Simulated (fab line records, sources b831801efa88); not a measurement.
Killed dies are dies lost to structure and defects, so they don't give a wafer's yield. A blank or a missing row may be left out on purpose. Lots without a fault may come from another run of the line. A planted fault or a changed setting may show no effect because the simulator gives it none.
Which tool did it? | flow gf180mcu | 11 lots, 33 wafers sampled, at 4 steps of a route of 602

WHAT THE GAUGES READ, wafer by wafer
GF_V2_RS_MEAS_24: measures by four-point-probe. Usual: V2_W_RS 0.326 ohm/sq, standard deviation 0.0033.
lot  | measured     | on            | V2_W_RS (ohm/sq)                    | flag
L816 | day 21 00:46 | film_metro-02 | 0.331 0.331 0.328                   |
L818 | day 21 18:13 | film_metro-02 | 0.324 0.324 0.325                   |
L819 | day 22 08:26 | film_metro-04 | 0.329 0.324 0.325                   |
L821 | day 23 11:26 | film_metro-02 | 0.321 0.326 0.322                   |
L823 | day 23 17:59 | film_metro-04 | 0.326 0.329 0.335                   |
L825 | day 24 07:01 | film_metro-03 | 0.322 0.329 0.325                   |
L826 | day 24 20:17 | film_metro-04 | 0.327 0.324 0.328                   |
L827 | day 25 03:59 | film_metro-03 | 0.330 0.326 0.329                   |
L832 | day 26 10:32 | film_metro-04 | 0.328 0.323 0.325 0.327 0.323 0.325 |
L833 | day 27 00:25 | film_metro-04 | 0.325 0.325 0.324 0.325 0.325 0.324 |
L836 | day 27 14:58 | film_metro-03 | 0.327 0.327 0.329                   |

WHICH TOOL RAN EACH LOT (tool, then ch and the chambers of the sampled wafers, then the start)
lot  | GF_SAB_STRIP_13                      | GF_V2_STRIP_18                       | GF_V2_SPUTTER_21
L816 | plasma_asher-01 ch 0,1, day 15 17:32 | plasma_asher-02 ch 0,1, day 20 23:52 | pvd_sputter-04, day 21 00:24
L818 | plasma_asher-03 ch 0,1, day 16 10:10 | plasma_asher-02 ch 0,1, day 21 17:28 | pvd_sputter-04, day 21 18:00
L819 | plasma_asher-02 ch 1, day 17 00:37   | plasma_asher-02 ch 0,1, day 22 07:40 | pvd_sputter-02, day 22 08:12
L821 | plasma_asher-03 ch 0,1, day 18 03:28 | plasma_asher-03 ch 0,1, day 23 10:37 | pvd_sputter-04, day 23 11:13
L823 | plasma_asher-01 ch 0,1, day 18 11:10 | plasma_asher-03 ch 0,1, day 23 17:13 | pvd_sputter-03, day 23 17:45
L825 | plasma_asher-03 ch 0,1, day 19 01:43 | plasma_asher-02 ch 0,1, day 24 06:16 | pvd_sputter-03, day 24 06:49
L826 | plasma_asher-03 ch 1, day 19 15:43   | plasma_asher-04 ch 1, day 24 19:28   | pvd_sputter-04, day 24 20:05
L827 | plasma_asher-01 ch 0,1, day 19 23:53 | plasma_asher-02 ch 0,1, day 25 03:13 | pvd_sputter-03, day 25 03:44
L832 | plasma_asher-03 ch 0,1, day 21 09:26 | plasma_asher-02 ch 0,1, day 26 09:40 | pvd_sputter-04, day 26 10:13
L833 | plasma_asher-03 ch 0,1, day 22 01:44 | plasma_asher-04 ch 0,1, day 26 23:40 | pvd_sputter-04, day 27 00:10
L836 | plasma_asher-01 ch 0,1, day 22 20:06 | plasma_asher-04 ch 0,1, day 27 14:13 | pvd_sputter-02, day 27 14:46
- GF_SAB_STRIP_13: strips in O2/N2.
- GF_V2_STRIP_18: strips in O2/N2.
- GF_V2_SPUTTER_21: material Ti, target thk 15 nm, time 80.02 s.

WHAT THE TOOLS THEMSELVES READ (means of the sampled wafers that have a number; where no wafer has one, the mark that the record gives instead)
GF_SAB_STRIP_13. Usual: drypump_motor_current_A 5.7 A, standard deviation 0.45; heater_power_w 349 W, standard deviation 26; oes_product_au 0.710 a.u., standard deviation 0.0048; strip_time_to_endpoint_s 12.60 s, standard deviation 0.036.
lot  | tool            | drypump_motor_current_A (A) | heater_power_w (W) | oes_product_au (a.u.) | strip_time_to_endpoint_s (s) | flag
L816 | plasma_asher-01 | 5.4                         | 342                | 0.713                 | 12.60                        |
L818 | plasma_asher-03 | 6.2                         | 361                | 0.707                 | 12.59                        |
L819 | plasma_asher-02 | 5.6                         | 327                | 0.705                 | 12.61                        |
L821 | plasma_asher-03 | 6.1                         | 365                | 0.707                 | 12.55                        |
L823 | plasma_asher-01 | 5.5                         | 338                | 0.712                 | 12.62                        |
L825 | plasma_asher-03 | 6.1                         | 359                | 0.709                 | 12.55                        |
L826 | plasma_asher-03 | 5.5                         | 319                | 0.708                 | 12.57                        |
L827 | plasma_asher-01 | 5.5                         | 340                | 0.710                 | 12.65                        |
L832 | plasma_asher-03 | 6.1                         | 360                | 0.707                 | 12.61                        |
L833 | plasma_asher-03 | 6.1                         | 369                | 0.713                 | 12.61                        |
L836 | plasma_asher-01 | 5.5                         | 349                | 0.705                 | 12.61                        |

GF_V2_STRIP_18. Usual: drypump_motor_current_A 5.8 A, standard deviation 0.5; heater_power_w 341 W, standard deviation 42; oes_product_au 0.593 a.u., standard deviation 0.0044.
lot  | tool            | drypump_motor_current_A (A) | heater_power_w (W) | oes_product_au (a.u.) | flag
L816 | plasma_asher-02 | 5.9                         | 360                | 0.595                 |
L818 | plasma_asher-02 | 5.9                         | 361                | 0.592                 |
L819 | plasma_asher-02 | 5.9                         | 366                | 0.594                 |
L821 | plasma_asher-03 | 5.8                         | 343                | 0.593                 |
L823 | plasma_asher-03 | 6.1                         | 363                | 0.592                 |
L825 | plasma_asher-02 | 5.9                         | 361                | 0.593                 |
L826 | plasma_asher-04 | 5.3                         | 288                | 0.592                 |
L827 | plasma_asher-02 | 6.1                         | 380                | 0.593                 |
L832 | plasma_asher-02 | 6.1                         | 383                | 0.588                 |
L833 | plasma_asher-04 | 5.3                         | 288                | 0.594                 |
L836 | plasma_asher-04 | 5.3                         | 284                | 0.591                 |

GF_V2_SPUTTER_21. Usual: chamber_pressure_pa 4.999 Pa, standard deviation 0.0088; substrate_temp_c 199.99 C, standard deviation 0.18; throttle_valve_pct 30.2 %, standard deviation 1.2.
lot  | tool           | chamber_pressure_pa (Pa) | substrate_temp_c (C) | throttle_valve_pct (%) | flag
L816 | pvd_sputter-04 | 5.003                    | 200.06               | 30.2                   |
L818 | pvd_sputter-04 | 4.994                    | 199.87               | 30.0                   |
L819 | pvd_sputter-02 | 5.002                    | 199.92               | 31.1                   |
L821 | pvd_sputter-04 | 5.001                    | 200.09               | 29.2                   |
L823 | pvd_sputter-03 | 4.998                    | 200.13               | 29.8                   |
L825 | pvd_sputter-03 | 4.993                    | 199.94               | 29.8                   |
L826 | pvd_sputter-04 | 5.002                    | 200.07               | 30.5                   |
L827 | pvd_sputter-03 | 4.989                    | 200.07               | 29.8                   |
L832 | pvd_sputter-04 | 4.991                    | 199.98               | 30.3                   |
L833 | pvd_sputter-04 | 5.000                    | 199.91               | 30.0                   |
L836 | pvd_sputter-02 | 5.003                    | 199.76               | 31.2                   |

THE ANSWER, worked out from the rows above alone
Rule: a lot is off if the mean of its wafers that have a number lies more than 3 standard deviations from the usual mean. A lot without any number at a reading at which 4 lots or more have one is off too. The other lots that the step has rows for count as sound. The gauges are gone through in route order, then the tools' own readings, and for those a lot's mean is taken as printed above. The first step at which some lot is off is used, and at that step the reading that is off furthest; a lot without a number counts as furthest.
No lot is off at any reading shown: from this, nothing can be told.

WHAT THE SIMULATOR HAD PUT IN
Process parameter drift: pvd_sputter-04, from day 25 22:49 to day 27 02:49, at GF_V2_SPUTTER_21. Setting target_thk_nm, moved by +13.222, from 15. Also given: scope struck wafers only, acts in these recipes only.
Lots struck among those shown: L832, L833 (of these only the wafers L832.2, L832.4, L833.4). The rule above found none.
